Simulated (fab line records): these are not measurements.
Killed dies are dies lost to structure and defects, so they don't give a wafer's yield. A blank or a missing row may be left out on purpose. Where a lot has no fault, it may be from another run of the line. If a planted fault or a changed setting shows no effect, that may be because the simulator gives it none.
Which tool is to blame?    flow gf180mcu    Sampling: 13 lots, 39 wafers, 2 of 602 route steps

## WHAT THE GAUGES READ, wafer by wafer
GF_CONTACT_THK_MEAS_01. Usual: for CONTACT_CVD_00_THK the level is 301.1 nm and the standard deviation is 2.7.
lot   measured      on             CONTACT_CVD_00_THK (nm)  flag
L289  day 16 07:40  film metro-04  301.1 305.2 297.8        
L290  day 16 16:10  film metro-04  302.4 300.9 295.9        
L293  day 17 16:26  film metro-04  299.9 299.4 299.3        
L295  day 18 06:57  film metro-02  303.5 296.3 300.5        
L296  day 18 19:54  film metro-04  298.2 299.2 300.4        
L297  day 19 01:07  film metro-01  300.1 301.3 299.3        
L298  day 19 21:35  film metro-01  299.1 302.2 300.6        
L302  day 21 00:44  film metro-02  300.6 301.4 302.5        
L303  day 21 09:34  film metro-04  304.1 300.6 303.0        
L304  day 21 20:43  film metro-02  301.6 303.4 299.8        
L305  day 22 07:34  film metro-01  299.1 297.4 298.8        
L306  day 22 10:43  film metro-01  297.9 300.5 295.5        
L308  day 23 04:04  film metro-04  299.0 300.2 303.9        

## WHAT TOOL EACH LOT RAN ON (gives the tool, then ch and the chambers of the sampled wafers, and finally the start)
lot   GF_SALICIDE_SPUTTER_02
L289  pvd sputter-03, day 16 07:04
L290  pvd sputter-04, day 16 15:36
L293  pvd sputter-03, day 17 15:52
L295  pvd sputter-01, day 18 06:19
L296  pvd sputter-04, day 18 19:18
L297  pvd sputter-04, day 19 00:31
L298  pvd sputter-01, day 19 20:59
L302  pvd sputter-03, day 21 00:08
L303  pvd sputter-01, day 21 09:00
L304  pvd sputter-03, day 21 20:07
L305  pvd sputter-03, day 22 06:59
L306  pvd sputter-03, day 22 10:02
L308  pvd sputter-01, day 23 03:29
- GF_SALICIDE_SPUTTER_02: material Co, target thk 10 nm, time 20 s.

## WHAT THE TOOLS THEMSELVES READ (means of the sampled wafers that have a number; where no wafer has one, the mark that the record gives instead)
GF_SALICIDE_SPUTTER_02. Usual: throttle valve pct reads 29.5 % (standard deviation 1.1).
lot   tool            throttle valve pct (%)  flag
L289  pvd sputter-03  29.0                    
L290  pvd sputter-04  28.8                    
L293  pvd sputter-03  29.6                    
L295  pvd sputter-01  29.0                    
L296  pvd sputter-04  28.8                    
L297  pvd sputter-04  29.4                    
L298  pvd sputter-01  29.6                    
L302  pvd sputter-03  30.0                    
L303  pvd sputter-01  29.2                    
L304  pvd sputter-03  29.7                    
L305  pvd sputter-03  29.7                    
L306  pvd sputter-03  28.6                    
L308  pvd sputter-01  29.5                    

## THE ANSWER, worked out from the rows above alone
Rule: a lot counts as off when the mean over its wafers that have a number is more than 3 standard deviations away from the usual mean. Also off: a lot with no number at a reading for which 4 or more lots have one. The other lots that the step has rows for count as sound. After the gauges, taken in route order, come the tools' own readings; for these a lot's mean is taken, as printed above. At the first step where some lot is off, the reading lying furthest off is the one used; lots without a number count as furthest.
Nothing can be told from this: no lot is off at any reading shown.

## WHAT HAD BEEN PUT IN BY THE SIMULATOR
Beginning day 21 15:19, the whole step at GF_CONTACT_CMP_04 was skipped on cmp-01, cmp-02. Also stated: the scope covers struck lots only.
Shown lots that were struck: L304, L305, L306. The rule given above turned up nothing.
